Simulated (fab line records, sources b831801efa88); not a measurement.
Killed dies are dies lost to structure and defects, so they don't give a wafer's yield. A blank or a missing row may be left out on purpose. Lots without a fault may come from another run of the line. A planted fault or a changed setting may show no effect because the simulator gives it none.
fab line records | flow sky130
record lots=6 wafers=18 last_day=50
route steps=708 shown METAL1@441 PAD_OPEN@708
lots that met no fault: from a run of the same line without faults
start_h: hours from the record's first day to the start of the lot's first wafer shown | wait_h: hours since the lot's step before | " the same as in the row above | L1.1+2: a row that stands for several wafers | - no value, or no start given | * or withheld: withheld | < > ~ a bound
route shown NAME@n: a module of which the file shows steps, and the number in the route of the first | usual: mean/standard deviation of fault-free wafers | same: alike in all rows | chamber/n: place in a boat | sites: the reading at each site | _std_site: their standard deviation | _edge_site: outer sites' mean less inner sites' | radius_mm: how far each site lies from the wafer's centre | mask NAME#n: copy n | behind: the tool/chamber that last shaped the wafer | hold: why the lot was held/for how many hours/how that ended | device: the transistor (n, p or np) that didn't switch | end of line: the same wafers' tests at the end of the route | a step without rows: its recipe alone | killed: dies lost to structure and defects at the first sort, not the wafer's yield | map: a wafer's dies, x killed, . not, _ none there
set.NAME: the setting as run; set.NAME@STEP: as run at that earlier step | model.NAME: the simulator's own value behind a step, which no gauge read
lots at some steps of the route; a table a step, a row a wafer
services: from which hour (start_h, from the record's first day; less than 0 if before it) a tool's chamber was out of use, for how many hours, and why
## steps
# step SKY_METAL1_DEHYDRATE_07
# recipe temp_c=200 time_s=60
# step SKY_METAL1_HMDS_08
# recipe prime_time_s=60 prime_temp_c=120
# step SKY_METAL1_COAT_09
# recipe resist=BARC temp_c=withheld time_s=withheld spin_rpm=3000 resist_thk_nm=60
# step SKY_METAL1_COAT_10
# recipe resist=KrF-thick spin_rpm=3000 resist_thk_nm=450
# step SKY_METAL1_SOFTBAKE_11
# recipe temp_c=100 time_s=91.3 resist=KrF-thick
# usual plate_sensor_t_centre_C=100.88/0.0095 plate_sensor_t_edge_C=100.95/0.01 resist_line_temp_C=23.01/0.11
# columns lot.wafer tool chamber start_h wait_h plate_sensor_t_centre_C plate_sensor_t_edge_C resist_line_temp_C
L996.1 litho_track-04 0 - - 100.89 100.97 23.01
L996.3 " 0 " " 100.89 100.96 23.14
L996.5 " 0 " " 100.87 100.95 23.19
L997.3 litho_track-04 0 - - 100.88 100.97 22.94
L997.4 " 0 " " 100.88 100.97 22.96
L997.5 " 0 " " 100.88 100.94 22.84
L105.1 litho_track-01 0 - - 100.88 100.95 23.12
L105.5 " 0 " " 100.89 100.95 23.04
L105.6 " 0 " " 100.87 100.96 23.14
L107.1 litho_track-04 0 - - 100.89 100.96 22.92
L107.4 " 0 " " 100.88 100.95 22.96
L107.6 " 0 " " 100.87 100.95 23.01
L113.1 litho_track-03 0 - - 100.87 100.96 23.14
L113.2 " 0 " " 100.89 100.96 23.00
L113.4 " 0 " " 100.9 100.95 23.05
L116.1 litho_track-01 0 - - 100.89 100.95 23.20
L116.4 " 0 " " 100.87 100.95 22.99
L116.6 " 0 " " 100.88 100.97 23.10
# step SKY_METAL1_EXPOSE_12
# recipe mask_id=MM1 na=0.8 source_shape=annular sigma_inner=0.55 sigma_outer=0.85 target_cd_nm=140 dose_mj=28
# step SKY_METAL1_PEB_13
# recipe peb_temp_c=withheld peb_time_s=withheld resist=KrF-thick
# step SKY_METAL1_DEVELOP_14
# recipe develop_time_s=60 resist=KrF-thick dev_temp_c=21
# step SKY_METAL1_CD_MEAS_15
# recipe target_cd_nm=140
# usual cd_nm=139.9/1.8
# columns lot.wafer tool chamber start_h wait_h cd_nm
L996.1 cd_sem-01 - 764.42 - 138.9
L996.3 " - " " 139.0
L996.5 " - " " 140.2
L997.3 cd_sem-02 - 795.79 - 137.8
L997.4 " - " " 139.1
L997.5 " - " " 137.6
L105.1 cd_sem-02 - 836.94 - 141.0
L105.5 " - " " 142.0
L105.6 " - " " 143.0
L107.1 cd_sem-01 - 849.14 - 137.8
L107.4 " - " " 138.2
L107.6 " - " " 139.4
L113.1 cd_sem-02 - 896.61 - 142.2
L113.2 " - " " 141.7
L113.4 " - " " 143.1
L116.1 cd_sem-01 - 923.24 - 142.0
L116.4 " - " " 141.9
L116.6 " - " " 141.7
# step SKY_METAL1_OVL_MEAS_16
# usual METAL1_OVL=-5/5.5
# columns lot.wafer tool chamber start_h wait_h METAL1_OVL[nm]
L996.1 overlay-02 - 764.54 0.1 10
L996.3 " - " " 9
L996.5 " - " " 4
L997.3 overlay-02 - 795.88 0.1 -3
L997.4 " - " " 6
L997.5 " - " " 3
L105.1 overlay-02 - 837.06 0.1 2
L105.5 " - " " 4
L105.6 " - " " 1
L107.1 overlay-01 - 849.26 0.1 -2
L107.4 " - " " 5
L107.6 " - " " -5
L113.1 overlay-01 - 896.73 0.1 -9
L113.2 " - " " -3
L113.4 " - " " -11
L116.1 overlay-01 - 923.36 0.1 -12
L116.4 " - " " -9
L116.6 " - " " -8
# step SKY_METAL1_DESCUM_17
# recipe chemistry=O2 source_power_w=150 bias_power_w=0 pressure_mtorr=10 temp_c=40 time_s=8
# usual chamber_pressure_mTorr=9.997/0.014 drypump_motor_current_A=5.6/0.53 oes_product_au=0.997/0.0082
# same bias_power_w=0
# columns lot.wafer tool chamber start_h wait_h chamber_pressure_mTorr drypump_motor_current_A oes_product_au rf_hours_counter_h
L996.1 rie_metal-01 1 764.58 0.0 10.001 5.1 0.998 14
L996.3 " 0 " " 10.000 6.1 1.001 -
L996.5 " 1 " " 10.013 5.1 1.004 -
L997.3 rie_metal-03 1 795.92 0.0 9.991 5.0 0.989 -
L997.4 " 0 " " 9.981 5.6 1.001 -
L997.5 " 1 " " 9.993 5.0 0.994 -
L105.1 rie_metal-03 1 837.10 0.0 9.996 5.0 0.999 3
L105.5 " 1 " " 9.980 5.0 0.988 -
L105.6 " 1 " " 10.005 5.0 0.999 -
L107.1 rie_metal-03 1 849.30 0.0 10.010 5.0 1.002 4
L107.4 " 1 " " 9.994 5.0 0.993 -
L107.6 " 1 " " 10.008 5.0 0.993 -
L113.1 rie_metal-02 0 896.76 0.0 9.986 6.4 0.995 3
L113.2 " 1 " " 9.981 5.8 1.003 19
L113.4 " 0 " " 9.994 6.4 0.993 -
L116.1 rie_metal-02 0 923.40 0.0 9.993 6.4 0.997 4
L116.4 " 0 " " 9.988 6.4 0.996 -
L116.6 " 0 " " 10.004 6.4 0.999 -
# step SKY_METAL1_ETCH_18
# recipe chemistry=N2/H2 target=BARC ion_energy_ev=200 bias_w=100 pressure_mtorr=30 n2_flow_sccm=100 h2_flow_sccm=200 icp_w=500 stop_on=SiO2 time_s=45.9 target_depth_a=600
# usual chamber_pressure_mTorr=30.001/0.026 drypump_motor_current_A=5.6/0.52 oes_product_au=0.855/0.0048 throttle_valve_pct=13.224/0.0088
# columns lot.wafer tool chamber start_h wait_h chamber_pressure_mTorr drypump_motor_current_A oes_product_au rf_hours_counter_h throttle_valve_pct
L996.1 rie_metal-01 1 764.61 0.0 29.975 5.1 0.860 14 13.228
L996.3 " 0 " " 29.961 6.2 0.855 - 13.240
L996.5 " 1 " " 29.991 5.1 0.861 - 13.216
L997.3 rie_metal-03 1 795.96 0.0 29.990 5.0 0.853 - 13.212
L997.4 " 0 " " 30.047 5.5 0.849 - 13.217
L997.5 " 1 " " 30.025 5.0 0.852 - 13.219
L105.1 rie_metal-03 1 837.16 0.1 30.009 5.0 0.855 3 13.232
L105.5 " 1 " " 29.982 5.0 0.859 - 13.224
L105.6 " 1 " " 30.008 5.0 0.847 - 13.233
L107.1 rie_metal-03 1 849.36 0.1 29.982 5.0 0.846 4 13.227
L107.4 " 1 " " 30.007 5.0 0.856 - 13.219
L107.6 " 1 " " 30.005 5.0 0.852 - 13.209
L113.1 rie_metal-02 0 896.79 0.0 30.027 6.4 0.860 3 13.219
L113.2 " 1 " " 29.983 5.8 0.859 19 13.223
L113.4 " 0 " " 29.973 6.4 0.860 - 13.228
L116.1 rie_metal-02 0 923.46 0.1 30.060 6.4 0.858 4 13.226
L116.4 " 0 " " 29.981 6.4 0.856 - 13.222
L116.6 " 0 " " 30.000 6.4 0.861 - 13.223
# step SKY_METAL1_METAL_ETCH_19
# recipe target_depth_a=3600 stop_on=SiO2 over_etch_frac=0.3 time_s=78 chemistry=Cl2/BCl3 resist_sidewall_deg=88 pressure_mtorr=10 icp_w=900 bias_w=48.5 Cl2_flow_sccm=60 bcl3_flow_sccm=30
# usual chamber_pressure_mTorr=9.999/0.0093 drypump_motor_current_A=5.6/0.53 oes_product_au=0.854/0.0057 over_etch_frac=0.3/0 throttle_valve_pct=22.264/0.0092
# columns lot.wafer tool chamber start_h wait_h chamber_pressure_mTorr drypump_motor_current_A oes_product_au over_etch_frac rf_hours_counter_h throttle_valve_pct model.KrF-thick_of_METAL1_COAT_10.thk_nm
L996.1 rie_metal-01 1 764.67 0.0 10.000 5.1 0.857 0.3 14 22.269 158
L996.3 " 0 " " 10.011 6.1 0.854 0.3 - 22.267 162.3
L996.5 " 1 " " 9.998 5.1 0.856 0.3 - 22.255 157.8
L997.3 rie_metal-03 1 796.03 0.1 9.998 5.0 0.863 0.3 - 22.263 161
L997.4 " 0 " " 10.003 5.6 0.859 0.3 - 22.266 158.9
L997.5 " 1 " " 10.007 5.0 0.856 0.3 - 22.267 162.1
L105.1 rie_metal-03 1 837.29 0.1 9.995 5.0 0.823 0.40303 3 22.269 143.3
L105.5 " 1 " " 10.003 5.0 0.821 0.40303 - 22.257 142.6
L105.6 " 1 " " 9.990 5.0 0.819 0.40303 - 22.265 142.3
L107.1 rie_metal-03 1 849.49 0.1 10.004 5.0 0.820 0.40303 4 22.258 140.7
L107.4 " 1 " " 10.000 5.0 0.815 0.40303 - 22.276 143.3
L107.6 " 1 " " 10.003 5.0 0.820 0.40303 - 22.250 143.6
L113.1 rie_metal-02 0 896.86 0.0 10.000 6.4 0.855 0.3 3 22.258 161.9
L113.2 " 1 " " 10.001 5.8 0.856 0.3 19 22.259 156.9
L113.4 " 0 " " 9.991 6.4 0.858 0.3 - 22.276 164.3
L116.1 rie_metal-02 0 923.59 0.1 10.005 6.4 0.854 0.3 4 22.260 159.4
L116.4 " 0 " " 10.018 6.4 0.854 0.3 - 22.266 160.4
L116.6 " 0 " " 10.009 6.4 0.855 0.3 - 22.251 158.7
# step SKY_METAL1_STRIP_20
# recipe chemistry=O2/N2 power_w=1400 pressure_mtorr=1500 platen_temp_c=withheld o2_flow_sccm=3000 n2_flow_sccm=300 overash_fraction=0.5
# usual chamber_pressure_mTorr=1500.2/1.5 drypump_motor_current_A=5.7/0.42 oes_product_au=0.343/0.0045 strip_time_to_endpoint_s=2.71/0.039
# columns lot.wafer tool chamber start_h wait_h chamber_pressure_mTorr drypump_motor_current_A oes_product_au rf_hours_counter_h strip_time_to_endpoint_s
L996.1 plasma_asher-04 0 764.76 0.1 1498.6 5.8 0.352 34 2.71
L996.3 " 0 " " 1500.9 5.8 0.344 - 2.75
L996.5 " 0 " " 1500.6 5.8 0.344 - 2.68
L997.3 plasma_asher-04 0 796.13 0.1 1499.4 5.9 0.347 - 2.72
L997.4 " 1 " " 1499.5 4.9 0.338 - 2.70
L997.5 " 1 " " 1499.4 4.9 0.348 - 2.75
L105.1 plasma_asher-04 1 837.47 0.1 1499.3 4.9 0.340 41 2.53
L105.5 " 0 " " 1501.7 5.8 0.338 - 2.52
L105.6 " 1 " " 1500.2 4.9 0.339 - 2.51
L107.1 plasma_asher-02 1 849.67 0.1 1502.9 6.0 0.340 74 2.49
L107.4 " 0 " " 1500.2 5.8 0.336 - 2.52
L107.6 " 1 " " 1500.2 6.0 0.340 - 2.52
L113.1 plasma_asher-01 1 896.95 0.1 1498.5 5.6 0.344 105 2.74
L113.2 " 0 " " 1501.0 6.2 0.336 105 2.67
L113.4 " 1 " " 1500.7 5.6 0.346 - 2.75
L116.1 plasma_asher-02 0 923.77 0.1 1504.1 5.8 0.344 82 2.70
L116.4 " 1 " " 1498.6 6.1 0.340 - 2.72
L116.6 " 1 " " 1499.4 6.1 0.338 - 2.71
# step SKY_METAL1_STRIP_21
# recipe chemistry=post_etch_residue_remover time_s=1200 temp_c=72.5
# step SKY_PAD_OPEN_PROBE_99
# usual defect_limited_yield=81.9/1.9 killed_at_M0_to_M3=45/7.9 killed_at_M4_up=2.9/1.8 killed_at_contacts=25/5.5 killed_at_front_end=16/4.4 killed_at_other=0.3/0.58 killed_dies=89/9.4 killed_open=49/6.8 killed_short=40/6.3 sort_bin_3_pad_short=0.9/0.41 sort_bin_5_function=10.8/1.5 sort_bin_6_memory=6.4/1.2 sort_n_pass=403/9.4 sort_yield_pct=81.9/1.9
# same gross_dies=492 killed_at_back_side=0 sort_bin_4_leakage[%]=0 sort_bin_8_speed[%]=0
# columns lot.wafer tool chamber start_h wait_h defect_limited_yield[%] killed_at_M0_to_M3 killed_at_M4_up killed_at_contacts killed_at_front_end killed_at_other killed_dies killed_open killed_short sort_bin_3_pad_short[%] sort_bin_5_function[%] sort_bin_6_memory[%] sort_n_pass sort_yield_pct[%]
L113.1 prober-02 - 1175.89 0.1 78.3 59 4 24 20 0 107 51 56 0.8 12.8 8.1 385 78.3
L113.2 prober-02 - 1175.94 0.1 79.1 56 7 25 13 2 103 51 51 0.6 13.4 6.9 389 79.1
L113.4 prober-02 - 1176.04 0.2 81.9 49 2 21 17 0 89 61 28 0.6 9.8 7.7 403 81.9
L116.1 prober-01 - 1188.67 0.1 81.7 51 4 27 8 0 90 47 43 0.4 10.8 7.1 402 81.7
L116.4 prober-01 - 1188.82 0.2 79.3 54 5 26 17 0 102 56 46 1.2 10.0 9.6 390 79.3
L116.6 prober-01 - 1188.92 0.2 78.7 53 3 29 20 0 105 57 48 0.8 12.8 7.7 387 78.7
# killed by level:class
L113.1 VIA2:geometric_particle:open=16 CONTACT:geometric_particle:open=11 FIELD_ISO:geometric_particle:short=10 METAL2:geometric_particle:short=10 METAL1:geometric_particle:short=8 VIA1:geometric_particle:short=7 LI_CONTACT:geometric_particle:open=6 VIA1:geometric_particle:open=6
L113.2 VIA1:geometric_particle:open=11 METAL2:geometric_particle:short=11 CONTACT:geometric_particle:open=9 LI_CONTACT:geometric_particle:open=8 VIA1:geometric_particle:short=8 METAL4:geometric_particle:short=6 VIA2:geometric_particle:open=6 VIA3:geometric_particle:open=5
L113.4 VIA1:geometric_particle:open=18 LI_CONTACT:geometric_particle:open=8 VIA1:geometric_particle:short=7 FIELD_ISO:geometric_particle:open=6 CONTACT:geometric_particle:open=6 VIA2:geometric_particle:open=6 METAL2:geometric_particle:short=5 VIA3:geometric_particle:open=5
L116.1 CONTACT:geometric_particle:open=11 METAL2:geometric_particle:short=10 VIA1:geometric_particle:open=8 LOCAL_INTERCONNECT:geometric_particle:short=6 VIA2:geometric_particle:short=5 LI_CONTACT:geometric_particle:open=5 CONTACT:geometric_particle:short=5 METAL1:geometric_particle:short=5
L116.4 CONTACT:geometric_particle:open=14 VIA1:geometric_particle:open=13 METAL2:geometric_particle:short=10 LI_CONTACT:geometric_particle:open=8 POLY_GATE:geometric_particle:short=5 METAL1:geometric_particle:short=5 VIA2:geometric_particle:open=5 VIA3:geometric_particle:open=5
L116.6 VIA1:geometric_particle:open=16 LI_CONTACT:geometric_particle:open=9 METAL1:geometric_particle:short=9 CONTACT:geometric_particle:open=9 METAL2:geometric_particle:short=7 POLY_GATE:geometric_particle:short=6 VIA2:geometric_particle:open=6 LOCAL_INTERCONNECT:geometric_particle:short=5
## services
# columns tool chamber start_h hours kind
rie_metal-03 1 726.95 - clean
rie_metal-03 1 726.95 17.7 scheduled_down
rie_metal-03 1 726.95 17.7 vent_cycle
plasma_asher-01 - 745.96 0.4 repair
rie_metal-02 - 759.95 0.3 repair
rie_metal-01 1 772.76 - clean
rie_metal-01 1 772.76 16.5 scheduled_down
rie_metal-01 1 772.76 16.5 vent_cycle
rie_metal-03 - 782.54 0.4 repair
plasma_asher-01 - 782.74 0.6 repair
rie_metal-02 0 792.72 - clean
rie_metal-02 0 792.72 29.8 scheduled_down
rie_metal-02 0 792.72 29.8 vent_cycle
plasma_asher-01 - 805.75 1.0 repair
rie_metal-03 0 833.09 - clean
rie_metal-03 0 833.09 22.2 scheduled_down
rie_metal-03 0 833.09 22.2 vent_cycle
plasma_asher-04 - 849.69 14.6 pm
rie_metal-03 0 857.13 14.4 repair
plasma_asher-02 - 866.02 2.0 repair
rie_metal-02 - 899.62 2.8 pm
rie_metal-02 1 918.21 - clean
rie_metal-02 1 918.21 14.2 scheduled_down
rie_metal-02 1 918.21 14.2 vent_cycle
## key
first_sign step=SKY_METAL1_METAL_ETCH_19 reading=over_etch_frac direction=up sigmas=99+ usual=0.3 struck=0.40303
effect step=SKY_METAL1_METAL_ETCH_19 reading=oes_product_au direction=down sigmas=6 usual=0.854 struck=0.820
effect step=SKY_METAL1_STRIP_20 reading=strip_time_to_endpoint_s direction=down sigmas=5 usual=* struck=*
model_effect step=SKY_METAL1_METAL_ETCH_19 value=KrF-thick_of_METAL1_COAT_10.thk_nm without=160.9 struck=142.6
met_at SKY_METAL1_METAL_ETCH_19
struck_wafers L105.1,L105.5,L105.6,L107.1,L107.4,L107.6
onset_between 796.03 837.29
fault kind=process_parameter_drift tool=rie_metal-03 chamber=1 onset_h=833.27 steps=SKY_METAL1_METAL_ETCH_19 channel=over_etch_frac offset=0.10303 shape=step end_h=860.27 acts_in=these_recipes_only stated=0.3
